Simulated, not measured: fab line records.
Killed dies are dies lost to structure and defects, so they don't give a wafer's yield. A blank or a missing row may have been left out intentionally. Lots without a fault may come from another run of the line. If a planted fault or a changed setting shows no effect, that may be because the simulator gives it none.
fab line records	flow sky130
record lots=6	wafers=18	last_day=50
route steps=708 shown CAPM@541 METAL3@555 VIA3@573 PAD_OPEN@708
lots that met no fault: taken from a fault-free run of the same line
start_h: hours from the record's opening day to when the first of the lot's shown wafers began	wait_h: how many hours have passed since the lot's step before this one	" unchanged from the row above	L1.1+2: a row that stands for several wafers	- value missing, or start not given	* or withheld: withheld	< > ~ a bound
route shown NAME@n: NAME is a module with steps in the file, n the number in the route of the first one	usual: mean/standard deviation of fault-free wafers	same: alike in all rows	chamber/n: place in a boat	sites: each site's reading	_std_site: their standard deviation	_edge_site: mean of outer sites minus mean of inner sites	radius_mm: how far each site lies from the wafer's centre	mask NAME#n: copy n	behind: the last tool/chamber to shape the wafer	hold: what put the lot on hold/how long, in hours/how the hold closed	device: transistor that didn't switch, given as n, p or np	end of line: at the end of the route, the tests of the same wafers	a step with no rows: only its recipe	killed: dies that structure and defects cost at the first sort, which is not the same as the wafer's yield	map: a wafer's dies, marking killed ones x, the rest . and places with no die _
set.NAME: the run value of the setting; set.NAME@STEP: its run value at that earlier step	model.NAME: the simulator's own value behind a step, which no gauge read
lots at some steps of the route; a table a step, a row a wafer
services: from which hour (start_h, from the record's first day; less than 0 if before it) a tool's chamber was out of use, for how many hours, and why
## steps
# step SKY_CAPM_THK_MEAS_04
# recipe thk_meas_gauge=xrf	reads=TiN_of_CAPM_SPUTTER_02
# usual CAPM_TIN_THK=199.8/1.6
lot.wafer	tool	chamber	start_h	wait_h	CAPM_TIN_THK[nm]
L162.2	film_metro-03	-	911.61	0.1	199.8
L162.3	"	-	"	"	199.8
L162.4	"	-	"	"	201.1
L164.2	film_metro-04	-	931.20	0.1	199.7
L164.3	"	-	"	"	200.1
L164.4	"	-	"	"	198.8
L172.1	film_metro-04	-	988.07	0.1	199.4
L172.3	"	-	"	"	198.1
L172.5	"	-	"	"	198.2
L173.1	film_metro-04	-	989.57	0.1	201.2
L173.4	"	-	"	"	199.9
L173.6	"	-	"	"	200.5
L174.2	film_metro-04	-	990.27	0.1	196.4
L174.5	"	-	"	"	197.7
L174.6	"	-	"	"	196.9
L175.2	film_metro-01	-	997.50	0.1	199.3
L175.4	"	-	"	"	201.3
L175.6	"	-	"	"	200.9
# step SKY_CAPM_DEHYDRATE_05
# recipe temp_c=200	time_s=60
# step SKY_CAPM_HMDS_06
# recipe prime_time_s=60	prime_temp_c=120
# step SKY_CAPM_COAT_07
# recipe resist=NOVOLAK	spin_rpm=3000	resist_thk_nm=1140
# step SKY_CAPM_SOFTBAKE_08
# recipe temp_c=90	time_s=60	resist=NOVOLAK
# step SKY_CAPM_EXPOSE_09
# recipe mask_id=CAPM	na=0.6	source_shape=conventional	sigma_outer=0.6	polarization=unpolarized	target_cd_nm=1000	dose_mj=159
# step SKY_CAPM_PEB_10
# recipe temp_c=withheld	time_s=*	resist=NOVOLAK
# step SKY_CAPM_DEVELOP_11
# recipe resist=NOVOLAK	developer=TMAH	develop_time_s=60	dev_temp_c=23
# step SKY_CAPM_OVL_MEAS_12
# usual CAPM_OVL=-0.3/1.1
lot.wafer	tool	chamber	start_h	wait_h	CAPM_OVL[nm]
L162.2	overlay-02	-	936.54	0.1	-0.5
L162.3	"	-	"	"	0.2
L162.4	"	-	"	"	-0.6
L164.2	overlay-02	-	955.93	0.1	-0.6
L164.3	"	-	"	"	1.2
L164.4	"	-	"	"	0.2
L172.1	overlay-02	-	1011.54	0.1	-1.5
L172.3	"	-	"	"	-2.7
L172.5	"	-	"	"	-1.8
L173.1	overlay-02	-	1012.84	0.1	0.1
L173.4	"	-	"	"	0.3
L173.6	"	-	"	"	0.6
L174.2	overlay-02	-	1013.19	0.1	-1.6
L174.5	"	-	"	"	-1.9
L174.6	"	-	"	"	-2.6
L175.2	overlay-02	-	1020.83	0.1	0.2
L175.4	"	-	"	"	-1.5
L175.6	"	-	"	"	-0.5
# step SKY_CAPM_METAL_ETCH_13
# recipe target_depth_nm=220	stop_on=SiO2	chemistry=Cl2/BCl3	target=TiN	pressure_mtorr=10	icp_w=900	bias_w=48.5	Cl2_flow_sccm=60	bcl3_flow_sccm=30	time_s=62.9
# step SKY_CAPM_STRIP_14
# recipe chemistry=O2/N2	power_w=1400	pressure_mtorr=1500	platen_temp_c=withheld	o2_flow_sccm=3000	n2_flow_sccm=300	overash_fraction=0.5
# step SKY_CAPM_STRIP_15
# recipe chemistry=post_etch_residue_remover	time_s=1200	temp_c=72.5
# step SKY_CAPM_CLEAN_16
# recipe chemistry=IPA	time_s=180	temp_c=25
lot.wafer	tool	chamber	start_h	wait_h
L162.2+3+4	wet_bench-01	3	937.09	0.0
L164.2+3+4	wet_bench-04	2	956.48	0.0
L172.1+3+5	wet_bench-04	1	1012.09	0.0
L173.1+4+6	wet_bench-04	1	1013.46	0.1
L174.2+5+6	wet_bench-03	2	1013.95	0.0
L175.2+4+6	wet_bench-01	0	1021.38	0.0
# step SKY_CAPM_CLEAN_17
# recipe chemistry=O3/DIW	dry=n2_spin
# step SKY_METAL3_DEHYDRATE_05
# recipe temp_c=200	time_s=60
# step SKY_METAL3_HMDS_06
# recipe prime_time_s=60	prime_temp_c=120
# step SKY_METAL3_COAT_07
# recipe resist=BARC	temp_c=withheld	time_s=withheld	spin_rpm=3000	resist_thk_nm=60
# step SKY_METAL3_COAT_08
# recipe resist=KrF-thick	spin_rpm=3000	resist_thk_nm=1140
# step SKY_METAL3_SOFTBAKE_09
# recipe temp_c=100	time_s=90	resist=KrF-thick
# step SKY_METAL3_EXPOSE_10
# recipe mask_id=MM3	na=0.68	source_shape=annular	sigma_inner=0.4	sigma_outer=0.8	target_cd_nm=300	dose_mj=28
# step SKY_METAL3_PEB_11
# recipe peb_temp_c=withheld	peb_time_s=withheld	resist=KrF-thick
# step SKY_METAL3_DEVELOP_12
# recipe develop_time_s=60	resist=KrF-thick	dev_temp_c=21
# step SKY_METAL3_CD_MEAS_13
# recipe target_cd_nm=300
# usual cd_nm=299.8/1.6
lot.wafer	tool	chamber	start_h	wait_h	cd_nm
L162.2	cd_sem-02	-	961.38	-	299.5
L162.3	"	-	"	"	297.8
L162.4	"	-	"	"	298.9
L164.2	cd_sem-02	-	980.61	-	299.9
L164.3	"	-	"	"	300.1
L164.4	"	-	"	"	299.3
L172.1	cd_sem-01	-	1034.51	-	301.3
L172.3	"	-	"	"	300.1
L172.5	"	-	"	"	301.5
L173.1	cd_sem-02	-	1036.58	-	298.7
L173.4	"	-	"	"	297.6
L173.6	"	-	"	"	297.0
L174.2	cd_sem-01	-	1036.95	-	302.0
L174.5	"	-	"	"	304.2
L174.6	"	-	"	"	302.4
L175.2	cd_sem-01	-	1044.01	-	300.6
L175.4	"	-	"	"	300.5
L175.6	"	-	"	"	299.2
# step SKY_METAL3_OVL_MEAS_14
# usual METAL3_OVL=1/5.4
lot.wafer	tool	chamber	start_h	wait_h	METAL3_OVL[nm]
L162.2	overlay-01	-	961.48	0.1	4
L162.3	"	-	"	"	0
L162.4	"	-	"	"	3
L164.2	overlay-01	-	980.72	0.1	-4
L164.3	"	-	"	"	-7
L164.4	"	-	"	"	-5
L172.1	overlay-02	-	1034.63	0.1	9
L172.3	"	-	"	"	1
L172.5	"	-	"	"	5
L173.1	overlay-02	-	1036.70	0.1	-3
L173.4	"	-	"	"	-1
L173.6	"	-	"	"	-2
L174.2	overlay-01	-	1037.05	0.1	6
L174.5	"	-	"	"	5
L174.6	"	-	"	"	3
L175.2	overlay-02	-	1044.12	0.1	2
L175.4	"	-	"	"	-3
L175.6	"	-	"	"	-1
# step SKY_METAL3_DESCUM_15
# recipe chemistry=O2	source_power_w=150	bias_power_w=0	pressure_mtorr=10	temp_c=40	time_s=8
# usual drypump_motor_current_A=6.0/0.46	oes_product_au=0.999/0.0076
lot.wafer	tool	chamber	start_h	wait_h	drypump_motor_current_A	oes_product_au	rf_hours_counter_h
L162.2	rie_metal-04	0	961.52	0.0	6.5	0.995	-
L162.3	"	0	"	"	6.5	0.993	-
L162.4	"	0	"	"	6.5	0.994	-
L164.2	rie_metal-04	0	980.75	0.0	6.5	1.005	4
L164.3	"	0	"	"	6.5	0.999	-
L164.4	"	1	"	"	6.0	0.994	-
L172.1	rie_metal-01	0	1034.66	0.0	4.9	0.989	16
L172.3	"	1	"	"	5.7	1.011	-
L172.5	"	1	"	"	5.7	1.002	-
L173.1	rie_metal-04	1	1036.73	0.0	6.0	1.010	14
L173.4	"	0	"	"	6.5	1.003	-
L173.6	"	0	"	"	6.5	1.004	-
L174.2	rie_metal-01	1	1037.08	0.0	5.7	1.003	9
L174.5	"	0	"	"	4.9	0.991	-
L174.6	"	1	"	"	5.7	0.995	-
L175.2	rie_metal-04	0	1044.15	0.0	6.5	1.006	8
L175.4	"	1	"	"	6.0	1.010	-
L175.6	"	0	"	"	6.5	1.004	-
# step SKY_METAL3_ETCH_16
# recipe chemistry=N2/H2	target=BARC	ion_energy_ev=200	bias_w=100	pressure_mtorr=30	n2_flow_sccm=100	h2_flow_sccm=200	icp_w=500	stop_on=SiO2	time_s=88.2	target_depth_a=600
# step SKY_METAL3_ETCH_17
# recipe target=SiO2	stop_on=TiN	chemistry=C4F8/O2/Ar	source_w=1500	bias_w=1200	pressure_mtorr=40	c4f8_flow_sccm=withheld	O2_flow_sccm=6	Ar_flow_sccm=300	time_s=3.9	target_depth_a=150
# usual oes_product_au=0.753/0.0066
lot.wafer	tool	chamber	start_h	wait_h	oes_product_au
L162.2	rie_diel-01	0	961.77	0.1	0.752
L162.3	"	2	"	"	0.763
L162.4	"	2	"	"	0.772
L164.2	rie_diel-01	1	980.88	0.1	0.749
L164.3	"	0	"	"	0.745
L164.4	"	1	"	"	0.758
L172.1	rie_diel-02	1	1034.79	0.1	0.743
L172.3	"	3	"	"	0.743
L172.5	"	0	"	"	0.756
L173.1	rie_diel-04	0	1036.86	0.1	0.745
L173.4	"	2	"	"	0.752
L173.6	"	2	"	"	0.757
L174.2	rie_diel-02	3	1037.21	0.1	0.756
L174.5	"	0	"	"	0.761
L174.6	"	3	"	"	0.747
L175.2	rie_diel-02	3	1044.28	0.1	0.751
L175.4	"	1	"	"	0.756
L175.6	"	0	"	"	0.752
# step SKY_METAL3_METAL_ETCH_18
# recipe target_depth_a=8450	stop_on=SiO2	over_etch_frac=0.3	time_s=183.1	chemistry=Cl2/BCl3	resist_sidewall_deg=88	pressure_mtorr=10	icp_w=900	bias_w=48.5	Cl2_flow_sccm=60	bcl3_flow_sccm=30
# usual drypump_motor_current_A=5.7/0.52	oes_product_au=0.865/0.0057	throttle_valve_pct=22.264/0.0088
lot.wafer	tool	chamber	start_h	wait_h	drypump_motor_current_A	oes_product_au	rf_hours_counter_h	throttle_valve_pct
L162.2	rie_metal-01	0	961.79	0.0	4.9	0.868	11	22.284
L162.3	"	1	"	"	5.7	0.867	-	22.265
L162.4	"	0	"	"	4.9	0.855	-	22.266
L164.2	rie_metal-01	0	980.89	0.0	4.9	0.873	12	22.261
L164.3	"	0	"	"	4.9	0.869	-	22.286
L164.4	"	1	"	"	5.7	0.874	-	22.259
L172.1	rie_metal-04	1	1034.81	0.0	6.0	0.861	14	22.255
L172.3	"	1	"	"	6.0	0.870	-	22.265
L172.5	"	0	"	"	6.5	0.859	-	22.262
L173.1	rie_metal-03	0	1036.88	0.0	5.7	0.868	15	22.269
L173.4	"	1	"	"	6.2	0.870	-	22.271
L173.6	"	1	"	"	6.2	0.870	-	22.273
L174.2	rie_metal-04	1	1037.23	0.0	6.0	0.873	15	22.264
L174.5	"	1	"	"	6.0	0.861	-	22.268
L174.6	"	0	"	"	6.5	0.867	-	22.255
L175.2	rie_metal-01	0	1044.30	0.0	4.9	0.867	17	22.265
L175.4	"	0	"	"	4.9	0.865	-	22.259
L175.6	"	0	"	"	4.9	0.856	-	22.248
# step SKY_METAL3_STRIP_19
# recipe chemistry=O2/N2	power_w=1400	pressure_mtorr=1500	platen_temp_c=withheld	o2_flow_sccm=3000	n2_flow_sccm=300	overash_fraction=0.5
# usual drypump_motor_current_A=5.4/0.51	oes_product_au=0.505/0.0048	strip_time_to_endpoint_s=6.59/0.058
lot.wafer	tool	chamber	start_h	wait_h	drypump_motor_current_A	oes_product_au	rf_hours_counter_h	strip_time_to_endpoint_s
L162.2	plasma_asher-02	0	961.97	0.1	4.8	0.504	109	6.59
L162.3	"	0	"	"	4.8	0.502	-	6.52
L162.4	"	1	"	"	4.9	0.499	-	6.61
L164.2	plasma_asher-03	0	981.07	0.1	6.1	0.500	89	6.66
L164.3	"	0	"	"	6.1	0.500	-	6.61
L164.4	"	1	"	"	5.0	0.509	-	6.61
L172.1	plasma_asher-01	0	1034.99	0.1	5.9	0.496	29	6.48
L172.3	"	0	"	"	5.8	0.508	-	6.52
L172.5	"	0	"	"	5.9	0.504	-	6.54
L173.1	plasma_asher-02	0	1037.06	0.1	4.8	0.508	117	6.59
L173.4	"	0	"	"	4.8	0.507	-	6.63
L173.6	"	1	"	"	4.8	0.502	-	6.63
L174.2	plasma_asher-01	1	1037.41	0.1	5.7	0.500	29	6.43
L174.5	"	0	"	"	5.9	0.501	-	6.45
L174.6	"	1	"	"	5.7	0.497	-	6.49
L175.2	plasma_asher-02	1	1044.47	0.1	4.8	0.512	117	6.65
L175.4	"	0	"	"	4.8	0.517	-	6.63
L175.6	"	1	"	"	4.8	0.503	-	6.59
# step SKY_METAL3_STRIP_20
# recipe chemistry=post_etch_residue_remover	time_s=1200	temp_c=72.5
# step SKY_METAL3_CLEAN_21
# recipe chemistry=IPA	time_s=180	temp_c=25
# step SKY_METAL3_CLEAN_22
# recipe chemistry=O3/DIW	dry=n2_spin
# step SKY_VIA3_HDPCVD_00
# recipe material=SiO2	target_thk_nm=1635	sigma_open_frac=0.3	time_s=272.5	temp_c=400	sih4_flow_sccm=60	pressure_mtorr=6
# step SKY_VIA3_THK_MEAS_01
# recipe reads=SiO2_of_VIA3_HDPCVD_00
# usual VIA3_HDPCVD_THK=1629/15
lot.wafer	tool	chamber	start_h	wait_h	VIA3_HDPCVD_THK[nm]
L162.2	film_metro-02	-	962.78	0.1	1613
L162.3	"	-	"	"	1637
L162.4	"	-	"	"	1627
L164.2	film_metro-03	-	981.84	0.1	1633
L164.3	"	-	"	"	1616
L164.4	"	-	"	"	1634
L172.1	film_metro-03	-	1035.79	0.1	1622
L172.3	"	-	"	"	1629
L172.5	"	-	"	"	1615
L174.2	film_metro-02	-	1038.23	0.1	1624
L174.5	"	-	"	"	1639
L174.6	"	-	"	"	1620
L173.1	film_metro-04	-	1038.31	0.1	1645
L173.4	"	-	"	"	1632
L173.6	"	-	"	"	1634
L175.2	film_metro-03	-	1045.28	0.1	1628
L175.4	"	-	"	"	1624
L175.6	"	-	"	"	1660
# step SKY_VIA3_CMP_02
# recipe material=SiO2	down_force_psi=4	platen_rpm=60	pad_velocity_m_s=0.94248
# usual motor_current_A=11.7/1.1	platen_rpm=60.00/0.039
lot.wafer	tool	chamber	start_h	wait_h	motor_current_A	platen_rpm
L162.4	cmp-01	1	962.83	0.0	11.7	60.00
L162.2	"	3	"	"	11.7	60.04
L162.3	"	0	"	"	12.6	59.87
L164.4	cmp-01	0	981.94	0.1	12.9	60.02
L164.3	"	1	"	"	11.1	60.00
L164.2	"	2	"	"	10.1	59.95
L172.1	cmp-01	0	1035.90	0.1	12.9	59.95
L172.3	"	1	"	"	11.2	60.01
L172.5	"	0	"	"	13.3	60.05
L174.2	cmp-02	1	1038.38	0.1	14.5	59.98
L174.6	"	3	"	"	11.0	59.95
L174.5	"	0	"	"	11.4	60.01
L173.1	cmp-01	1	1038.42	0.1	11.1	59.97
L173.4	"	3	"	"	11.3	59.98
L173.6	"	0	"	"	13.8	60.00
L175.2	cmp-02	1	1045.33	0.0	14.4	59.96
L175.4	"	2	"	"	11.7	59.99
L175.6	"	2	"	"	11.7	60.03
# step SKY_VIA3_BOW_MEAS_03
# recipe mode=bow
# usual VIA3_BOW=78/7.7
lot.wafer	tool	chamber	start_h	wait_h	VIA3_BOW[um]
L162.2	film_metro-03	-	963.15	0.2	65
L162.3	"	-	"	"	87
L162.4	"	-	"	"	73
L164.2	film_metro-03	-	982.21	0.1	84
L164.3	"	-	"	"	82
L164.4	"	-	"	"	94
L172.1	film_metro-03	-	1036.15	0.2	78
L172.3	"	-	"	"	90
L172.5	"	-	"	"	86
L174.2	film_metro-04	-	1038.60	0.2	79
L174.5	"	-	"	"	68
L174.6	"	-	"	"	78
L173.1	film_metro-03	-	1038.67	0.2	69
L173.4	"	-	"	"	75
L173.6	"	-	"	"	74
L175.2	film_metro-02	-	1045.65	0.3	84
L175.4	"	-	"	"	71
L175.6	"	-	"	"	71
# step SKY_VIA3_DEHYDRATE_04
# recipe temp_c=200	time_s=60
# step SKY_VIA3_HMDS_05
# recipe prime_time_s=60	prime_temp_c=120
# step SKY_VIA3_COAT_06
# recipe resist=BARC	temp_c=withheld	time_s=withheld	spin_rpm=3000	resist_thk_nm=60
# step SKY_VIA3_COAT_07
# recipe resist=KrF-thick	spin_rpm=3000	resist_thk_nm=450
# step SKY_VIA3_SOFTBAKE_08
# recipe temp_c=100	time_s=90	resist=KrF-thick
# step SKY_VIA3_EXPOSE_09
# recipe mask_id=VIM3	na=0.8	source_shape=annular	sigma_inner=0.55	sigma_outer=0.85	target_cd_nm=200	dose_mj=38
# step SKY_PAD_OPEN_PROBE_99
# usual defect_limited_yield=82.4/1.9	killed_at_M0_to_M3=43/7.5	killed_at_M4_up=3.3/1.9	killed_at_contacts=24/4.6	killed_at_front_end=16/4.9	killed_at_other=0.2/0.46	killed_dies=87/9.1	killed_open=47/7.4	killed_short=39/6.6	sort_bin_3_pad_short=0.9/0.43	sort_bin_5_function=10.3/1.4	sort_bin_6_memory=6.4/1.1	sort_n_pass=405/9.1	sort_yield_pct=82.4/1.9
# same gross_dies=492	killed_at_back_side=0	sort_bin_4_leakage[%]=0	sort_bin_8_speed[%]=0
lot.wafer	tool	chamber	start_h	wait_h	defect_limited_yield[%]	killed_at_M0_to_M3	killed_at_M4_up	killed_at_contacts	killed_at_front_end	killed_at_other	killed_dies	killed_open	killed_short	sort_bin_3_pad_short[%]	sort_bin_5_function[%]	sort_bin_6_memory[%]	sort_n_pass	sort_yield_pct[%]	model.etest.tester.sort_n_pass	model.etest.tester.sort_yield_pct	model.etest.tester.sort_bin_5_pct	model.etest.tester.sort_bin_3_pct
L162.2	prober-01	-	1125.70	0.1	84.8	39	4	23	9	0	75	39	36	0.6	8.7	5.9	417	84.8	417	84.76	8.74	0.6098
L162.3	prober-01	-	1125.75	0.2	82.1	41	5	27	14	1	88	47	41	1.0	10.2	6.7	404	82.1	404	82.11	10.16	1.016
L162.4	prober-01	-	1125.80	0.2	85.2	43	2	10	18	0	73	42	31	0.6	9.1	5.1	419	85.2	419	85.16	9.146	0.6098
L164.2	prober-01	-	1140.57	0.1	79.3	56	2	26	17	1	102	52	48	0.6	11.8	8.3	390	79.3	390	79.27	11.79	0.6098
L164.3	prober-01	-	1140.62	0.2	83.5	38	2	27	14	0	81	45	36	0.6	8.1	7.7	411	83.5	411	83.54	8.13	0.6098
L164.4	prober-01	-	1140.67	0.2	81.3	44	3	26	19	0	92	42	50	1.2	11.6	5.9	400	81.3	400	81.3	11.59	1.22
L172.1	prober-01	-	1181.30	0.1	72.0	43	3	26	8	58	138	52	28	2.8	18.5	6.7	354	72.0	354	71.95	18.5	2.846
L172.3	prober-01	-	1181.40	0.2	74.4	35	3	18	11	59	126	40	27	3.3	16.7	5.7	366	74.4	366	74.39	16.67	3.252
L172.5	prober-01	-	1181.50	0.2	71.7	46	5	17	14	57	139	45	36	3.5	19.1	5.7	353	71.7	353	71.75	19.11	3.455
L174.2	prober-02	-	1182.28	0.1	83.1	48	6	24	5	0	83	46	37	0	9.1	7.7	409	83.1	409	83.13	9.146	0
L174.5	prober-02	-	1182.43	0.2	84.1	30	4	24	20	0	78	47	31	0.2	10.2	5.5	414	84.1	414	84.15	10.16	0.2033
L174.6	prober-02	-	1182.48	0.2	85.0	34	2	25	13	0	74	46	28	0.6	8.5	5.9	418	85.0	418	84.96	8.537	0.6098
L173.1	prober-01	-	1183.91	0.1	75.2	29	3	21	10	59	122	24	39	4.5	13.6	6.7	370	75.2	370	75.2	13.62	4.472
L173.4	prober-01	-	1184.06	0.2	73.2	32	3	30	15	52	132	44	36	4.3	16.5	6.1	360	73.2	360	73.17	16.46	4.268
L173.6	prober-01	-	1184.16	0.2	74.0	24	4	31	9	60	128	32	36	3.3	16.3	6.5	364	74.0	364	73.98	16.26	3.252
L175.2	prober-02	-	1189.43	0.1	81.9	49	4	24	12	0	89	46	43	1.6	10.4	6.1	403	81.9	403	81.91	10.37	1.626
L175.4	prober-02	-	1189.53	0.2	82.1	43	5	19	21	0	88	40	48	0.6	11.6	5.7	404	82.1	404	82.11	11.59	0.6098
L175.6	prober-02	-	1189.63	0.2	81.3	50	3	18	20	1	92	45	47	0.4	10.8	7.5	400	81.3	400	81.3	10.77	0.4065
# killed by level:class
L162.2 CONTACT:geometric_particle:open=8 VIA1:geometric_particle:open=7 VIA3:geometric_particle:open=7 LI_CONTACT:geometric_particle:open=5 METAL1:geometric_particle:short=5 LOCAL_INTERCONNECT:geometric_particle:short=4 CONTACT:geometric_particle:short=4 VIA1:geometric_particle:short=4
L162.3 VIA1:geometric_particle:open=9 CONTACT:geometric_particle:open=8 VIA2:geometric_particle:open=7 LI_CONTACT:geometric_particle:open=7 LOCAL_INTERCONNECT:geometric_particle:short=6 METAL1:geometric_particle:short=6 FIELD_ISO:geometric_particle:open=5 METAL4:geometric_particle:short=5
L162.4 VIA2:geometric_particle:open=11 VIA1:geometric_particle:open=10 METAL2:geometric_particle:short=8 FIELD_ISO:geometric_particle:open=5 LI_CONTACT:geometric_particle:open=4 FIELD_ISO:geometric_particle:short=3 POLY_GATE:geometric_particle:short=3 LI_CONTACT:geometric_particle:short=3
L164.2 VIA3:geometric_particle:open=11 VIA1:geometric_particle:open=8 METAL1:geometric_particle:short=8 CONTACT:geometric_particle:short=7 VIA2:geometric_particle:open=7 FIELD_ISO:geometric_particle:open=6 LOCAL_INTERCONNECT:geometric_particle:short=6 CONTACT:geometric_particle:open=5
L164.3 CONTACT:geometric_particle:open=9 VIA2:geometric_particle:open=8 LI_CONTACT:geometric_particle:open=7 VIA1:geometric_particle:open=7 VIA3:geometric_particle:open=6 FIELD_ISO:geometric_particle:short=6 CONTACT:geometric_particle:short=5 METAL1:geometric_particle:short=5
L164.4 VIA1:geometric_particle:open=10 POLY_GATE:geometric_particle:short=9 LI_CONTACT:geometric_particle:open=9 CONTACT:geometric_particle:open=9 VIA1:geometric_particle:short=8 METAL2:geometric_particle:short=6 POLY_GATE:geometric_particle:open=4 METAL3:geometric_particle:short=4
L172.1 CAPM:unspecified=58 VIA1:geometric_particle:open=15 LI_CONTACT:geometric_particle:open=10 VIA2:geometric_particle:open=9 CONTACT:geometric_particle:open=6 LOCAL_INTERCONNECT:geometric_particle:short=5 VIA3:geometric_particle:open=5 CONTACT:geometric_particle:short=4
L172.3 CAPM:unspecified=59 VIA1:geometric_particle:open=7 VIA2:geometric_particle:open=7 LI_CONTACT:geometric_particle:open=6 VIA3:geometric_particle:open=5 CONTACT:geometric_particle:open=5 CONTACT:geometric_particle:short=5 METAL1:geometric_particle:short=4
L172.5 CAPM:unspecified=57 VIA1:geometric_particle:open=13 CONTACT:geometric_particle:open=8 VIA2:geometric_particle:short=6 VIA2:geometric_particle:open=6 LI_CONTACT:geometric_particle:open=5 FIELD_ISO:geometric_particle:short=4 FIELD_ISO:geometric_particle:open=4
L174.2 VIA1:geometric_particle:open=11 VIA2:geometric_particle:open=9 CONTACT:geometric_particle:open=8 VIA3:geometric_particle:open=8 LI_CONTACT:geometric_particle:open=7 METAL1:geometric_particle:short=6 VIA2:geometric_particle:short=5 METAL2:geometric_particle:short=4
L174.5 VIA1:geometric_particle:open=8 CONTACT:geometric_particle:short=6 CONTACT:geometric_particle:open=6 POLY_GATE:geometric_particle:open=5 LI_CONTACT:geometric_particle:open=5 LOCAL_INTERCONNECT:geometric_particle:short=5 VIA3:geometric_particle:open=5 FIELD_ISO:geometric_particle:short=4
L174.6 VIA1:geometric_particle:open=10 LI_CONTACT:geometric_particle:open=9 VIA3:geometric_particle:open=8 CONTACT:geometric_particle:open=7 FIELD_ISO:geometric_particle:short=4 VIA1:geometric_particle:short=4 FIELD_ISO:geometric_particle:open=3 LOCAL_INTERCONNECT:geometric_particle:short=3
L173.1 CAPM:unspecified=59 CONTACT:geometric_particle:open=9 METAL1:geometric_particle:short=6 CONTACT:geometric_particle:short=4 LOCAL_INTERCONNECT:geometric_particle:short=4 METAL2:geometric_particle:short=4 VIA3:geometric_particle:open=3 POLY_GATE:geometric_particle:short=3
L173.4 CAPM:unspecified=52 CONTACT:geometric_particle:open=14 VIA1:geometric_particle:open=8 CONTACT:geometric_particle:short=7 LI_CONTACT:geometric_particle:open=6 VIA3:geometric_particle:short=6 POLY_GATE:geometric_particle:short=5 METAL2:geometric_particle:short=5
L173.6 CAPM:unspecified=60 CONTACT:geometric_particle:open=9 LOCAL_INTERCONNECT:geometric_particle:short=7 METAL1:geometric_particle:short=6 FIELD_ISO:geometric_particle:open=4 LI_CONTACT:geometric_particle:short=4 LI_CONTACT:geometric_particle:open=4 CONTACT:geometric_particle:short=4
L175.2 VIA1:geometric_particle:open=12 LI_CONTACT:geometric_particle:open=8 VIA1:geometric_particle:short=7 METAL2:geometric_particle:short=7 VIA3:geometric_particle:open=6 CONTACT:geometric_particle:open=6 FIELD_ISO:geometric_particle:open=5 CONTACT:geometric_particle:short=5
L175.4 METAL1:geometric_particle:short=9 VIA1:geometric_particle:open=7 FIELD_ISO:geometric_particle:short=6 FIELD_ISO:geometric_particle:open=6 POLY_GATE:geometric_particle:short=6 CONTACT:geometric_particle:open=6 METAL2:geometric_particle:short=6 VIA3:geometric_particle:open=6
L175.6 VIA2:geometric_particle:open=9 VIA3:geometric_particle:open=8 METAL2:geometric_particle:short=7 VIA1:geometric_particle:short=7 FIELD_ISO:geometric_particle:short=5 CONTACT:geometric_particle:open=5 FIELD_ISO:geometric_particle:open=5 VIA1:geometric_particle:open=5
# map L172.5 (x killed, . not)
__________xxx...x..._________
________xxxxxxxx......_______
______xxxxxxxxx........._____
_____xxxxxxxxxxx.x.......____
____..xxxxxxxxx....x......___
___.xxxxxxxxxxx.....xx..x.x__
__..x.x.xxxxxxx..x.........x_
_....x..xxx.x.......x...xx.x.
_......x.x.x.xxxx..x......x..
_......x....x.x......x.......
_..x...x....x.........x...x..
_..........x........xx.....x.
_...xx.........x..xx....x....
_.....x.........xx.x....x....
_x...x......x.......x...x....
__xx....x.xxx..............._
___...x...........x........__
____...x..xx..........x..x___
_____.........x.......x..____
______........x.....x.x._____
________..xx...x...x.._______
__________...x......_________
# map L173.4 (x killed, . not)
__________xx.......x_________
________xxxxxx.x..x..._______
______.xxxxxxxxx.x.x...x_____
_____.xxxxxxxxx..x....x.x____
____.x.xxxxxxxx...xx......___
___..xxxxxxxxxx.......x.xx.__
__x...xxxxxxx..x......x....x_
_x.....xx.xx..x.xxx.x..x.....
_....x....xx.....x.......x...
_............x..xx........x..
_..........................x.
_.x.......x.........x.....x..
_x........x....x..xx.........
_.xx...x.x...........x.......
_..x....x........xx...xx.....
__x.........x.............x._
___...x..x....x...xx....x..__
____x..x...............x.x___
_____..................x.____
______..x....x.......x.._____
________............x._______
__________...xx....x_________
## services
tool	chamber	start_h	hours	kind
cmp-01	-	916.00	-	consumable_replace:conditioner
cmp-01	-	916.00	-	consumable_replace:pad
rie_diel-01	2	917.34	16.8	repair
rie_metal-04	-	928.31	0.4	repair
rie_metal-04	1	953.63	8.5	repair
rie_diel-01	3	957.04	31.2	repair
plasma_asher-01	-	964.92	2.0	repair
rie_diel-04	3	976.97	8.4	repair
cmp-02	-	987.43	0.3	repair
cmp-01	-	989.73	1.1	repair
rie_diel-02	3	1002.67	-	clean
rie_diel-02	3	1002.67	26.1	scheduled_down
rie_diel-02	3	1002.67	26.1	vent_cycle
wet_bench-01	-	1004.92	1.7	repair
rie_metal-04	-	1006.17	2.8	pm
cmp-02	-	1018.07	1.2	repair
rie_diel-01	3	1018.43	3.9	repair
wet_bench-04	-	1018.64	2.3	repair
plasma_asher-01	-	1018.81	2.8	pm
cmp-02	-	1022.31	6.0	repair
cmp-01	-	1035.27	0.4	repair
plasma_asher-03	-	1035.68	1.2	repair
rie_metal-03	-	1038.52	28.1	pm
## key
first_sign step=SKY_PAD_OPEN_PROBE_99	reading=killed_at_other	direction=up	sigmas=57	usual=0.2	struck=57.5
effect step=SKY_PAD_OPEN_PROBE_99	reading=sort_bin_3_pad_short	direction=up	sigmas=6.4	usual=0.9	struck=3.6
model_effect step=SKY_PAD_OPEN_PROBE_99	value=etest.tester.sort_n_pass	without=411.3	struck=361.2
met_at SKY_CAPM_CLEAN_16
struck_wafers L172.1,L172.3,L172.5,L173.1,L173.4,L173.6
onset_between 956.48 1012.09
also_fits SKY_VIA3_CMP_02:cmp-01
fault kind=chamber_particle_source	tool=wet_bench-04	chamber=-	onset_h=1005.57	steps=SKY_CAPM_CLEAN_16	rate_per_visit_cm2=1.0827	end_h=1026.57
